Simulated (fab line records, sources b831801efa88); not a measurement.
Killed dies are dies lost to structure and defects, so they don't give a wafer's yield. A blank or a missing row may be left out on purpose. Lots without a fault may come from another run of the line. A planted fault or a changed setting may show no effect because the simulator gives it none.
Chamber matching | flow sfq_line | SFQ_TRILAYER_I2_CMP_CMP_064 on cmp-01: 4 sister chambers
The step polishes SiO2. 16 wafers are shown with their chamber, then 7 later ones without.

WAFERS WITH THEIR CHAMBER
wafer  | chamber | motor_current_A (A) | head_pressure_psi (psi) | time_to_endpoint_s (s)
L933.1 | 3       | 10.1                | 3.008                   | 206
L933.4 | 2       | 9.2                 | 2.998                   | 208
L933.6 | 0       | 10.6                | 3.005                   | 197
L936.3 | 0       | 10.9                | 3.002                   | 198
L936.4 | 1       | 11.4                | 2.998                   | 211
L936.5 | 3       | 9.8                 | 2.997                   | 221
L942.1 | 3       | 9.4                 | 3.013                   | 216
L942.3 | 2       | 9.5                 | 3.012                   | 208
L942.6 | 0       | 9.5                 | 2.997                   | 203
L945.3 | 2       | 9.6                 | 3.011                   | 215
L945.5 | 3       | 9.4                 | 3.000                   | 206
L945.6 | 0       | 10.0                | 3.008                   | 207
L946.2 | 2       | 9.5                 | 3.006                   | 241
L946.3 | 0       | 10.2                | 2.990                   | 241
L952.2 | 0       | 10.4                | 3.002                   | 201
L952.3 | 2       | 9.7                 | 2.998                   | 200

SIGNATURES (means of the wafers above)
reading            | chamber 0 | chamber 1 | chamber 2 | chamber 3 | scatter within a chamber
motor_current_A    | 10.267    | 11.400    | 9.500     | 9.675     | 0.374
head_pressure_psi  | 3.00067   | 2.99800   | 3.00500   | 3.00450   | 0.00676
time_to_endpoint_s | 207.83    | 211.00    | 214.40    | 212.25    | 14.6
Rule: a wafer's distance from a chamber is the root of the sum, over the readings, of the square of ((its reading less the chamber's mean) divided by the reading's scatter). The wafer belongs to the nearest chamber; if the next one is less than 2 further off, it can't be placed. The scatter: the root of (the sum of the squares of (reading less its chamber's mean) over the shown wafers, divided by (wafers less chambers)).

WAFERS WITHOUT THEIR CHAMBER
wafer  | motor_current_A (A) | head_pressure_psi (psi) | time_to_endpoint_s (s)
L952.5 | 9.3                 | 3.000                   | 208
L954.2 | 9.2                 | 3.010                   | 207
L954.3 | 10.0                | 2.988                   | 211
L954.6 | 11.8                | 3.005                   | 213
L956.4 | 9.2                 | 2.994                   | 203
L956.1 | 11.6                | 2.994                   | 192
L956.3 | 10.0                | 2.988                   | 199

WHICH CHAMBER EACH WENT THROUGH
wafer  | from the rows above          | in truth
L952.5 | can't be placed: 2 or 3 or 0 | 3
L954.2 | can't be placed: 2 or 3 or 0 | 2
L954.3 | can't be placed: 0 or 3 or 2 | 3
L954.6 | 1                            | 1
L956.4 | can't be placed: 2 or 3 or 0 | 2
L956.1 | 1                            | 1
L956.3 | can't be placed: 0 or 3 or 2 | 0
Placed correctly: 2 of 7. Can't be placed from these rows: 5 (the true chamber is among the candidates in 5). Placed wrongly: 0.
